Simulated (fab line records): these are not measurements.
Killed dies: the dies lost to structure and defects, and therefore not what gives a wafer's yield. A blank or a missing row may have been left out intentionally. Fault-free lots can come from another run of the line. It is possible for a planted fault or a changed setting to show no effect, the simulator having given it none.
fab line records -- flow sky130 -- part 1 of 2: steps 1 to 29 of 38
[record] lots = 5, wafers = 15, last-day = 49
route steps=708 shown CAP2M@605 METAL4@621 VIA4@639
lots that met no fault: from a run of the same line without faults
start-h: start of the lot's first displayed wafer, in hours after the record's first day -- wait-h: how many hours have passed since the lot's step before this one -- " the same as in the row above -- L1.1+2: a row that stands for several wafers -- - no value, or no start given -- * or withheld: withheld -- < > ~ a bound
route shown NAME@n: NAME is a module with steps in the file, n the number in the route of the first one -- usual: mean/standard deviation of fault-free wafers -- same: alike in all rows -- chamber/n: place in a boat -- sites: the reading at each site -- _std_site: standard deviation across them -- _edge_site: mean of outer sites minus mean of inner sites -- radius-mm: for every site, how far away it sits from the centre of the wafer -- mask NAME#n: copy n -- behind: tool/chamber where the wafer was last shaped -- hold: cause of the lot's hold/its duration in hours/its outcome -- device: whichever transistor did not switch (one of n, p or np) -- end of line: tests of these same wafers at the route's end -- where a step has no rows: the recipe by itself -- killed: count of dies lost to structure and defects at first sort (not the wafer's yield) -- map: dies across one wafer; x = killed, . = not, _ = none there
set.NAME: the setting as run; set.NAME@STEP: as run at that earlier step -- model.NAME: the simulator's own value behind a step, which no gauge read
lots seen at some steps along the route; tables by step, rows by wafer
services: the hour from which a tool's chamber was out of use, counted from the record's first day as start-h (under 0 if before that day), plus the number of hours and why
[[steps]]
[step SKY_CAP2M_SPUTTER_02]
[recipe] material = TiN, target-thk-nm = 200, temp-c = 300, power-w = 6500, time-s = 166.7, chamber-pressure-pa = 0.4
[usual] chamber-pressure-pa = 0.4000/0.00082, throttle-valve-pct = 30.0/0.74
lot.wafer,tool,chamber,start-h,wait-h,chamber-pressure-pa,throttle-valve-pct
L078.1,pvd-sputter-04,-,981.95,0.1,0.3996,30.9
L078.2,pvd-sputter-04,-,981.95,0.1,0.3994,30.2
L078.5,pvd-sputter-04,-,981.95,0.1,0.3998,30.7
L082.3,pvd-sputter-03,-,987.29,0.0,0.4004,30.5
L082.5,pvd-sputter-03,-,987.29,0.0,0.4012,30.2
L082.6,pvd-sputter-03,-,987.29,0.0,0.3988,30.3
L084.3,pvd-sputter-02,-,1010.52,0.0,0.3990,29.9
L084.4,pvd-sputter-02,-,1010.52,0.0,0.4009,28.6
L084.6,pvd-sputter-02,-,1010.52,0.0,0.4011,30.6
L087.2,pvd-sputter-04,-,1017.96,0.0,0.4011,29.7
L087.4,pvd-sputter-04,-,1017.96,0.0,0.3997,28.8
L087.5,pvd-sputter-04,-,1017.96,0.0,0.4009,29.0
L095.2,pvd-sputter-03,-,1061.85,0.0,0.4003,31.1
L095.3,pvd-sputter-03,-,1061.85,0.0,0.4000,30.7
L095.4,pvd-sputter-03,-,1061.85,0.0,0.4001,30.5
[step SKY_CAP2M_RS_MEAS_03]
[recipe] thk-meas-gauge = four-point-probe, reads = TiN_of_CAP2M_SPUTTER_02
[usual] CAP2M_TIN_RS = 6.91/0.076
lot.wafer,tool,chamber,start-h,wait-h,CAP2M_TIN_RS[ohm/sq]
L078.1,film-metro-01,-,982.06,0.1,7.03
L078.2,film-metro-01,-,982.06,0.1,6.99
L078.5,film-metro-01,-,982.06,0.1,6.99
L082.3,film-metro-03,-,987.44,0.1,6.96
L082.5,film-metro-03,-,987.44,0.1,6.94
L082.6,film-metro-03,-,987.44,0.1,6.89
L084.3,film-metro-02,-,1010.67,0.1,6.95
L084.4,film-metro-02,-,1010.67,0.1,6.83
L084.6,film-metro-02,-,1010.67,0.1,6.93
L087.2,film-metro-03,-,1018.09,0.1,7.05
L087.4,film-metro-03,-,1018.09,0.1,7.03
L087.5,film-metro-03,-,1018.09,0.1,7.00
L095.2,film-metro-03,-,1061.98,0.1,6.76
L095.3,film-metro-03,-,1061.98,0.1,6.84
L095.4,film-metro-03,-,1061.98,0.1,6.81
[step SKY_CAP2M_THK_MEAS_04]
[recipe] thk-meas-gauge = xrf, reads = TiN_of_CAP2M_SPUTTER_02
[usual] CAP2M_TIN_THK = 203.5/2.3
lot.wafer,tool,chamber,start-h,wait-h,CAP2M_TIN_THK[nm]
L078.1,film-metro-01,-,982.18,0.1,200.3
L078.2,film-metro-01,-,982.18,0.1,201.0
L078.5,film-metro-01,-,982.18,0.1,202.7
L082.3,film-metro-03,-,987.54,0.1,201.7
L082.5,film-metro-03,-,987.54,0.1,203.5
L082.6,film-metro-03,-,987.54,0.1,204.1
L084.3,film-metro-02,-,1010.77,0.1,201.5
L084.4,film-metro-02,-,1010.77,0.1,204.9
L084.6,film-metro-02,-,1010.77,0.1,201.3
L087.2,film-metro-03,-,1018.20,0.1,200.3
L087.4,film-metro-03,-,1018.20,0.1,200.1
L087.5,film-metro-03,-,1018.20,0.1,200.5
L095.2,film-metro-03,-,1062.09,0.1,207.6
L095.3,film-metro-03,-,1062.09,0.1,205.6
L095.4,film-metro-03,-,1062.09,0.1,206.3
[step SKY_CAP2M_DEHYDRATE_05]
[recipe] temp-c = 200, time-s = 60
lot.wafer,tool,chamber,start-h,wait-h
L078.1+2+5,litho-track-01,0,992.99,10.8
L082.3+5+6,litho-track-01,0,999.34,11.8
L084.3+4+6,litho-track-02,0,1021.77,11.0
L087.2+4+5,litho-track-02,0,1029.20,11.0
L095.2+3+4,litho-track-04,0,1072.57,10.5
[step SKY_CAP2M_HMDS_06]
[recipe] prime-time-s = 60, prime-temp-c = 120
lot.wafer,tool,chamber,start-h,wait-h
L078.1+2+5,litho-track-01,0,993.14,0.1
L082.3+5+6,litho-track-01,0,999.49,0.1
L084.3+4+6,litho-track-02,0,1021.92,0.1
L087.2+4+5,litho-track-02,0,1029.35,0.1
L095.2+3+4,litho-track-04,0,1072.72,0.1
[step SKY_CAP2M_COAT_07]
[recipe] resist = NOVOLAK, spin-rpm = 3000, resist-thk-nm = 1140
lot.wafer,tool,chamber,start-h,wait-h
L078.1+2+5,litho-track-01,0,993.29,0.1
L082.3+5+6,litho-track-01,0,999.64,0.1
L084.3+4+6,litho-track-02,0,1022.07,0.1
L087.2+4+5,litho-track-02,0,1029.50,0.1
L095.2+3+4,litho-track-04,0,1072.87,0.1
[step SKY_CAP2M_SOFTBAKE_08]
[recipe] temp-c = 90, time-s = 60, resist = NOVOLAK
lot.wafer,tool,chamber,start-h,wait-h
L078.1+2+5,litho-track-01,0,993.44,0.1
L082.3+5+6,litho-track-01,0,999.79,0.1
L084.3+4+6,litho-track-02,0,1022.22,0.1
L087.2+4+5,litho-track-02,0,1029.65,0.1
L095.2+3+4,litho-track-04,0,1073.02,0.1
[step SKY_CAP2M_EXPOSE_09]
[recipe] mask-id = CAP2M, na = 0.6, source-shape = conventional, sigma-outer = 0.6, polarization = unpolarized, target-cd-nm = 1000, dose-mj = 159
[same] na = 0.6
lot.wafer,tool,chamber,start-h,wait-h,mask
L078.1+2+5,iline-stepper-01,0,-,-,CAP2M#0
L082.3+5+6,iline-stepper-01,0,-,-,CAP2M#0
L084.3+4+6,iline-stepper-01,0,-,-,CAP2M#0
L087.2+4+5,iline-stepper-01,0,-,-,CAP2M#0
L095.2+3+4,iline-stepper-02,0,-,-,CAP2M#0
[step SKY_CAP2M_PEB_10]
[recipe] temp-c = withheld, time-s = *, resist = NOVOLAK
lot.wafer,tool,chamber,start-h,wait-h
L078.1+2+5,litho-track-04,0,-,-
L082.3+5+6,litho-track-01,0,-,-
L084.3+4+6,litho-track-01,0,-,-
L087.2+4+5,litho-track-01,0,-,-
L095.2+3+4,litho-track-04,0,-,-
[step SKY_CAP2M_DEVELOP_11]
[recipe] resist = NOVOLAK, developer = TMAH, develop-time-s = 60, dev-temp-c = 23
lot.wafer,tool,chamber,start-h,wait-h
L078.1+2+5,litho-track-04,0,1004.45,0.1
L082.3+5+6,litho-track-01,0,1010.59,0.1
L084.3+4+6,litho-track-01,0,1032.44,0.1
L087.2+4+5,litho-track-01,0,1040.37,0.1
L095.2+3+4,litho-track-04,0,1082.37,0.1
[step SKY_CAP2M_OVL_MEAS_12]
[usual] CAP2M_OVL = 0.6/1.7
lot.wafer,tool,chamber,start-h,wait-h,CAP2M_OVL[nm]
L078.1,overlay-02,-,1004.60,0.1,-0.6
L078.2,overlay-02,-,1004.60,0.1,-0.7
L078.5,overlay-02,-,1004.60,0.1,1.1
L082.3,overlay-02,-,1010.70,0.1,1.3
L082.5,overlay-02,-,1010.70,0.1,-0.1
L082.6,overlay-02,-,1010.70,0.1,0.2
L084.3,overlay-01,-,1032.55,0.1,1.5
L084.4,overlay-01,-,1032.55,0.1,-1.0
L084.6,overlay-01,-,1032.55,0.1,1.5
L087.2,overlay-02,-,1040.50,0.1,1.2
L087.4,overlay-02,-,1040.50,0.1,3.3
L087.5,overlay-02,-,1040.50,0.1,1.8
L095.2,overlay-01,-,1082.51,0.1,2.9
L095.3,overlay-01,-,1082.51,0.1,3.0
L095.4,overlay-01,-,1082.51,0.1,2.4
[step SKY_CAP2M_METAL_ETCH_13]
[recipe] target-depth-nm = 220, stop-on = SiO2, chemistry = Cl2/BCl3, target = TiN, pressure-mtorr = 10, icp-w = 900, bias-w = 48.5, Cl2_flow_sccm = 60, bcl3-flow-sccm = 30, time-s = 62.9
[usual] bias-w = 48.50/0.16, chamber-pressure-mTorr = 9.999/0.0086, drypump-motor-current-A = 5.83/0.28, he-backside-leak-sccm = 3.27/0.18, oes-product-au = 0.942/0.0071, throttle-valve-pct = 21.901/0.01
lot.wafer,tool,chamber,start-h,wait-h,bias-w,chamber-pressure-mTorr,drypump-motor-current-A,he-backside-leak-sccm,oes-product-au,rf-hours-counter-h,throttle-valve-pct
L078.1,rie-metal-02,1,1004.64,0.0,48.49,10.003,5.95,2.87,0.929,14,21.904
L078.2,rie-metal-02,0,1004.64,0.0,48.21,10.016,5.88,3.16,0.932,5,21.904
L078.5,rie-metal-02,0,1004.64,0.0,48.31,10.002,5.88,3.35,0.933,-,21.926
L082.3,rie-metal-02,1,1010.75,0.0,48.23,10.006,5.98,3.26,0.938,-,21.900
L082.5,rie-metal-02,0,1010.75,0.0,48.25,9.988,5.88,3.59,0.936,-,21.900
L082.6,rie-metal-02,1,1010.75,0.0,48.27,10.003,5.97,3.24,0.944,-,21.895
L084.3,rie-metal-04,1,1032.60,0.0,48.27,9.985,6.38,3.23,0.937,-,21.896
L084.4,rie-metal-04,0,1032.60,0.0,48.58,10.002,5.41,3.40,0.958,-,21.898
L084.6,rie-metal-04,0,1032.60,0.0,48.71,9.996,5.42,3.24,0.940,-,21.889
L087.2,rie-metal-02,0,1040.53,0.0,48.52,10.012,5.89,3.26,0.942,7,21.896
L087.4,rie-metal-02,0,1040.53,0.0,48.51,9.992,5.90,3.51,0.927,-,21.909
L087.5,rie-metal-02,1,1040.53,0.0,48.56,10.004,5.95,3.04,0.942,-,21.894
L095.2,rie-metal-03,1,1082.54,0.0,48.77,9.994,5.60,3.14,0.957,18,21.904
L095.3,rie-metal-03,0,1082.54,0.0,48.66,10.009,5.57,3.07,0.943,-,21.896
L095.4,rie-metal-03,1,1082.54,0.0,48.72,10.003,5.61,3.18,0.955,-,21.893
[step SKY_CAP2M_STRIP_14]
[recipe] chemistry = O2/N2, power-w = 1400, pressure-mtorr = 1500, platen-temp-c = withheld, o2-flow-sccm = 3000, n2-flow-sccm = 300, overash-fraction = 0.5
[usual] chamber-pressure-mTorr = 1499.9/1.5, drypump-motor-current-A = 5.6/0.39, n2-flow-sccm = 299.8/0.85, oes-product-au = 0.710/0.0043, strip-time-to-endpoint-s = 12.65/0.046
lot.wafer,tool,chamber,start-h,wait-h,chamber-pressure-mTorr,drypump-motor-current-A,n2-flow-sccm,oes-product-au,rf-hours-counter-h,strip-time-to-endpoint-s
L078.1,plasma-asher-03,1,1004.71,0.1,1498.8,5.0,300.1,0.711,91,12.63
L078.2,plasma-asher-03,0,1004.71,0.1,1497.4,5.4,298.6,0.711,91,12.61
L078.5,plasma-asher-03,1,1004.71,0.1,1501.8,5.0,301.0,0.707,-,12.63
L082.3,plasma-asher-04,0,1010.84,0.1,1498.5,6.1,299.2,0.712,-,12.60
L082.5,plasma-asher-04,1,1010.84,0.1,1500.5,5.7,299.6,0.706,-,12.64
L082.6,plasma-asher-04,0,1010.84,0.1,1501.0,6.1,299.5,0.709,-,12.60
L084.3,plasma-asher-02,0,1032.69,0.1,1500.9,5.7,300.2,0.707,-,12.71
L084.4,plasma-asher-02,1,1032.69,0.1,1499.8,5.2,299.3,0.714,-,12.72
L084.6,plasma-asher-02,1,1032.69,0.1,1500.0,5.1,300.5,0.707,-,12.72
L087.2,plasma-asher-04,0,1040.60,0.1,1500.2,6.1,300.1,0.710,117,12.66
L087.4,plasma-asher-04,1,1040.60,0.1,1500.7,5.7,300.9,0.707,-,12.63
L087.5,plasma-asher-04,0,1040.60,0.1,1499.8,6.1,301.0,0.713,-,12.64
L095.2,plasma-asher-03,0,1082.61,0.1,1499.6,5.4,301.1,0.703,100,12.64
L095.3,plasma-asher-03,0,1082.61,0.1,1500.4,5.5,300.9,0.715,-,12.65
L095.4,plasma-asher-03,1,1082.61,0.1,1501.2,5.0,300.4,0.706,-,12.65
[step SKY_CAP2M_STRIP_15]
[recipe] chemistry = post-etch-residue-remover, time-s = 1200, temp-c = 72.5
lot.wafer,tool,chamber,start-h,wait-h
L078.1+2+5,wet-bench-02,2,1004.81,0.1
L082.3+5+6,wet-bench-02,1,1010.90,0.0
L084.3+4+6,wet-bench-03,0,1032.75,0.0
L087.2+4+5,wet-bench-02,0,1040.70,0.1
L095.2+3+4,wet-bench-03,2,1082.71,0.1
[step SKY_CAP2M_CLEAN_16]
[recipe] chemistry = IPA, time-s = 180, temp-c = 25
lot.wafer,tool,chamber,start-h,wait-h
L078.1+2+5,wet-bench-03,0,1005.15,0.0
L082.3+5+6,wet-bench-03,3,1011.24,0.0
L084.3+4+6,wet-bench-02,0,1033.13,0.0
L087.2+4+5,wet-bench-03,1,1041.05,0.0
L095.2+3+4,wet-bench-01,3,1083.06,0.0
[step SKY_CAP2M_CLEAN_17]
[recipe] chemistry = O3/DIW, dry = n2-spin
lot.wafer,tool,chamber,start-h,wait-h
L078.1+2+5,wet-bench-01,3,1005.21,0.0
L082.3+5+6,wet-bench-01,3,1011.30,0.0
L084.3+4+6,wet-bench-03,2,1033.19,0.0
L087.2+4+5,wet-bench-01,1,1041.10,0.0
L095.2+3+4,wet-bench-02,1,1083.12,0.0
[step SKY_METAL4_DEHYDRATE_05]
[recipe] temp-c = 200, time-s = 60
lot.wafer,tool,chamber,start-h,wait-h
L078.1+2+5,litho-track-01,0,1015.99,10.7
L082.3+5+6,litho-track-01,0,1022.99,11.6
L084.3+4+6,litho-track-03,0,1044.54,11.3
L087.2+4+5,litho-track-03,0,1051.67,10.5
L095.2+3+4,litho-track-02,0,1093.20,10.0
[step SKY_METAL4_HMDS_06]
[recipe] prime-time-s = 60, prime-temp-c = 120
lot.wafer,tool,chamber,start-h,wait-h
L078.1+2+5,litho-track-01,0,1016.14,0.1
L082.3+5+6,litho-track-01,0,1023.14,0.1
L084.3+4+6,litho-track-03,0,1044.69,0.1
L087.2+4+5,litho-track-03,0,1051.82,0.1
L095.2+3+4,litho-track-02,0,1093.35,0.1
[step SKY_METAL4_COAT_07]
[recipe] resist = BARC, temp-c = withheld, time-s = withheld, spin-rpm = 3000, resist-thk-nm = 60
lot.wafer,tool,chamber,start-h,wait-h
L078.1+2+5,litho-track-01,0,1016.29,0.1
L082.3+5+6,litho-track-01,0,1023.29,0.1
L084.3+4+6,litho-track-03,0,1044.84,0.1
L087.2+4+5,litho-track-03,0,1051.97,0.1
L095.2+3+4,litho-track-02,0,1093.50,0.1
[step SKY_METAL4_COAT_08]
[recipe] resist = KrF-thick, spin-rpm = 3000, resist-thk-nm = 1140
lot.wafer,tool,chamber,start-h,wait-h
L078.1+2+5,litho-track-01,0,-,-
L082.3+5+6,litho-track-01,0,-,-
L084.3+4+6,litho-track-03,0,-,-
L087.2+4+5,litho-track-03,0,-,-
L095.2+3+4,litho-track-02,0,-,-
[step SKY_METAL4_SOFTBAKE_09]
[recipe] temp-c = 100, time-s = 90, resist = KrF-thick
lot.wafer,tool,chamber,start-h,wait-h
L078.1+2+5,litho-track-01,0,-,-
L082.3+5+6,litho-track-01,0,-,-
L084.3+4+6,litho-track-03,0,-,-
L087.2+4+5,litho-track-03,0,-,-
L095.2+3+4,litho-track-02,0,-,-
[step SKY_METAL4_EXPOSE_10]
[recipe] mask-id = MM4, na = 0.68, source-shape = annular, sigma-inner = 0.4, sigma-outer = 0.8, target-cd-nm = 300, dose-mj = 28
[same] na = 0.68
lot.wafer,tool,chamber,start-h,wait-h,mask
L078.1+2+5,krf-scanner-02,0,-,-,MM4#0
L082.3+5+6,krf-scanner-01,0,-,-,MM4#0
L084.3+4+6,krf-scanner-02,0,-,-,MM4#0
L087.2+4+5,krf-scanner-01,0,-,-,MM4#0
L095.2+3+4,krf-scanner-01,0,-,-,MM4#0
[step SKY_METAL4_PEB_11]
[recipe] peb-temp-c = withheld, peb-time-s = withheld, resist = KrF-thick
lot.wafer,tool,chamber,start-h,wait-h
L078.1+2+5,litho-track-02,0,-,-
L082.3+5+6,litho-track-02,0,-,-
L084.3+4+6,litho-track-03,0,-,-
L087.2+4+5,litho-track-02,0,-,-
L095.2+3+4,litho-track-03,0,-,-
[step SKY_METAL4_DEVELOP_12]
[recipe] develop-time-s = 60, resist = KrF-thick, dev-temp-c = 21
lot.wafer,tool,chamber,start-h,wait-h
L078.1+2+5,litho-track-02,0,-,-
L082.3+5+6,litho-track-02,0,-,-
L084.3+4+6,litho-track-03,0,-,-
L087.2+4+5,litho-track-02,0,-,-
L095.2+3+4,litho-track-03,0,-,-
[step SKY_METAL4_CD_MEAS_13]
[recipe] target-cd-nm = 300
[usual] cd-nm = 300.0/1.2
lot.wafer,tool,chamber,start-h,wait-h,cd-nm
L078.1,cd-sem-02,-,1028.37,-,299.5
L078.2,cd-sem-02,-,1028.37,-,299.9
L078.5,cd-sem-02,-,1028.37,-,299.0
L082.3,cd-sem-01,-,1034.41,-,299.4
L082.5,cd-sem-01,-,1034.41,-,299.1
L082.6,cd-sem-01,-,1034.41,-,300.1
L084.3,cd-sem-02,-,1055.63,-,300.5
L084.4,cd-sem-02,-,1055.63,-,300.9
L084.6,cd-sem-02,-,1055.63,-,301.1
L087.2,cd-sem-01,-,1062.99,-,298.1
L087.4,cd-sem-01,-,1062.99,-,297.5
L087.5,cd-sem-01,-,1062.99,-,298.1
L095.2,cd-sem-01,-,1103.36,-,299.7
L095.3,cd-sem-01,-,1103.36,-,299.4
L095.4,cd-sem-01,-,1103.36,-,299.2
[step SKY_METAL4_OVL_MEAS_14]
[usual] METAL4_OVL = 0/5.6
lot.wafer,tool,chamber,start-h,wait-h,METAL4_OVL[nm]
L078.1,overlay-01,-,1028.49,0.1,3
L078.2,overlay-01,-,1028.49,0.1,-3
L078.5,overlay-01,-,1028.49,0.1,1
L082.3,overlay-02,-,1034.50,0.1,4
L082.5,overlay-02,-,1034.50,0.1,5
L082.6,overlay-02,-,1034.50,0.1,-3
L084.3,overlay-01,-,1055.72,0.1,0
L084.4,overlay-01,-,1055.72,0.1,-6
L084.6,overlay-01,-,1055.72,0.1,-1
L087.2,overlay-02,-,1063.10,0.1,6
L087.4,overlay-02,-,1063.10,0.1,2
L087.5,overlay-02,-,1063.10,0.1,-2
L095.2,overlay-01,-,1103.47,0.1,2
L095.3,overlay-01,-,1103.47,0.1,-8
L095.4,overlay-01,-,1103.47,0.1,5
[step SKY_METAL4_DESCUM_15]
[recipe] chemistry = O2, source-power-w = 150, bias-power-w = 0, pressure-mtorr = 10, temp-c = 40, time-s = 8
[usual] chamber-pressure-mTorr = 10.001/0.0083, drypump-motor-current-A = 6.0/0.32, he-backside-leak-sccm = 3.40/0.27, oes-product-au = 1.002/0.0078
lot.wafer,tool,chamber,start-h,wait-h,chamber-pressure-mTorr,drypump-motor-current-A,he-backside-leak-sccm,oes-product-au,rf-hours-counter-h
L078.1,rie-metal-01,0,1028.53,0.0,9.995,6.2,3.71,1.003,9
L078.2,rie-metal-01,1,1028.53,0.0,10.000,6.0,5.28,1.002,18
L078.5,rie-metal-01,0,1028.53,0.0,9.999,6.2,3.61,0.994,-
L082.3,rie-metal-01,0,1034.54,0.0,10.010,6.2,3.52,0.994,-
L082.5,rie-metal-01,1,1034.54,0.0,9.998,6.0,3.45,1.018,-
L082.6,rie-metal-01,0,1034.54,0.0,9.976,6.2,3.54,0.994,-
L084.3,rie-metal-04,0,1055.76,0.0,10.016,5.4,3.39,1.001,-
L084.4,rie-metal-04,1,1055.76,0.0,10.013,6.3,3.20,1.007,-
L084.6,rie-metal-04,1,1055.76,0.0,9.996,6.4,3.11,1.012,-
L087.2,rie-metal-02,0,1063.13,0.0,9.991,5.9,3.53,1.008,9
L087.4,rie-metal-02,0,1063.13,0.0,10.004,5.9,3.57,1.003,-
L087.5,rie-metal-02,0,1063.13,0.0,10.004,5.9,3.48,1.003,-
L095.2,rie-metal-04,1,1103.50,0.0,9.995,6.4,3.30,0.998,18
L095.3,rie-metal-04,1,1103.50,0.0,10.019,6.4,3.20,1.004,-
L095.4,rie-metal-04,0,1103.50,0.0,10.002,5.4,3.65,1.000,-
[step SKY_METAL4_ETCH_16]
[recipe] chemistry = N2/H2, target = BARC, ion-energy-ev = 200, bias-w = 100, pressure-mtorr = 30, n2-flow-sccm = 100, h2-flow-sccm = 200, icp-w = 500, stop-on = SiO2, time-s = 88.2, target-depth-a = 600
[usual] bias-w = 100.0/0.31, chamber-pressure-mTorr = 30.001/0.028, drypump-motor-current-A = 6.0/0.32, he-backside-leak-sccm = 3.4/0.31, n2-flow-sccm = 100.0/0.32, oes-product-au = 0.626/0.0047, throttle-valve-pct = 13.205/0.0095
lot.wafer,tool,chamber,start-h,wait-h,bias-w,chamber-pressure-mTorr,drypump-motor-current-A,he-backside-leak-sccm,n2-flow-sccm,oes-product-au,rf-hours-counter-h,throttle-valve-pct
L078.1,rie-metal-01,0,1028.56,0.0,99.4,30.032,6.2,3.6,99.7,0.631,9,13.196
L078.2,rie-metal-01,1,1028.56,0.0,100.2,30.015,6.1,3.6,99.9,0.616,18,13.210
L078.5,rie-metal-01,0,1028.56,0.0,100.1,30.014,6.2,3.4,100.1,0.630,-,13.200
L082.3,rie-metal-01,0,1034.59,0.0,99.8,30.074,6.2,3.6,100.3,0.627,-,13.214
L082.5,rie-metal-01,1,1034.59,0.0,99.9,30.014,6.1,3.4,100.5,0.626,-,13.208
L082.6,rie-metal-01,0,1034.59,0.0,99.7,29.986,6.2,3.6,100.6,0.633,-,13.205
L084.3,rie-metal-04,0,1055.81,0.0,99.9,29.975,5.4,3.5,100.4,0.627,-,13.208
L084.4,rie-metal-04,1,1055.81,0.0,100.0,30.031,6.3,3.2,99.6,0.629,-,13.197
L084.6,rie-metal-04,1,1055.81,0.0,100.1,29.987,6.4,3.5,99.9,0.628,-,13.208
L087.2,rie-metal-02,0,1063.16,0.0,100.3,29.958,5.9,3.5,100.2,0.622,9,13.207
L087.4,rie-metal-02,0,1063.16,0.0,100.1,30.009,5.9,3.5,99.8,0.631,-,13.203
L087.5,rie-metal-02,0,1063.16,0.0,99.6,30.009,5.9,6.0,99.8,0.629,-,13.208
L095.2,rie-metal-04,1,1103.53,0.0,99.6,29.998,6.3,3.2,100.3,0.622,18,13.197
L095.3,rie-metal-04,1,1103.53,0.0,99.4,29.986,6.4,3.2,99.6,0.633,-,13.202
L095.4,rie-metal-04,0,1103.53,0.0,100.4,29.999,5.4,3.4,100.4,0.623,-,13.215
[step SKY_METAL4_ETCH_17]
[recipe] target = SiO2, stop-on = TiN, chemistry = C4F8/O2/Ar, source-w = 1500, bias-w = 1200, pressure-mtorr = 40, c4f8-flow-sccm = withheld, O2_flow_sccm = 6, Ar_flow_sccm = 300, time-s = 3.9, target-depth-a = 150
[usual] bias-w = 1200/3.4, chamber-pressure-mTorr = 40.00/0.035, oes-product-au = 0.754/0.008
lot.wafer,tool,chamber,start-h,wait-h,bias-w,chamber-pressure-mTorr,oes-product-au,rf-hours-counter-h
L078.1,rie-diel-02,1,1028.66,0.1,1202,40.05,0.749,14
L078.2,rie-diel-02,2,1028.66,0.1,1199,39.96,0.743,16
L078.5,rie-diel-02,1,1028.66,0.1,1196,40.04,0.745,-
L082.3,rie-diel-03,3,1034.66,0.0,1197,40.04,0.756,20
L082.5,rie-diel-03,1,1034.66,0.0,1200,40.04,0.760,-
L082.6,rie-diel-03,2,1034.66,0.0,1196,40.01,0.755,-
L084.3,rie-diel-03,2,1055.88,0.0,1190,40.00,0.767,5
L084.4,rie-diel-03,1,1055.88,0.0,1201,40.05,0.756,7
L084.6,rie-diel-03,2,1055.88,0.0,1196,39.97,0.756,-
L087.2,rie-diel-03,3,1063.26,0.1,1204,40.00,0.744,21
L087.4,rie-diel-03,2,1063.26,0.1,1200,40.00,0.751,5
L087.5,rie-diel-03,2,1063.26,0.1,1204,39.97,0.744,-
L095.2,rie-diel-03,1,1103.63,0.1,1193,39.98,0.757,9
L095.3,rie-diel-03,2,1103.63,0.1,1201,40.01,0.739,7
L095.4,rie-diel-03,3,1103.63,0.1,1195,40.00,0.754,22
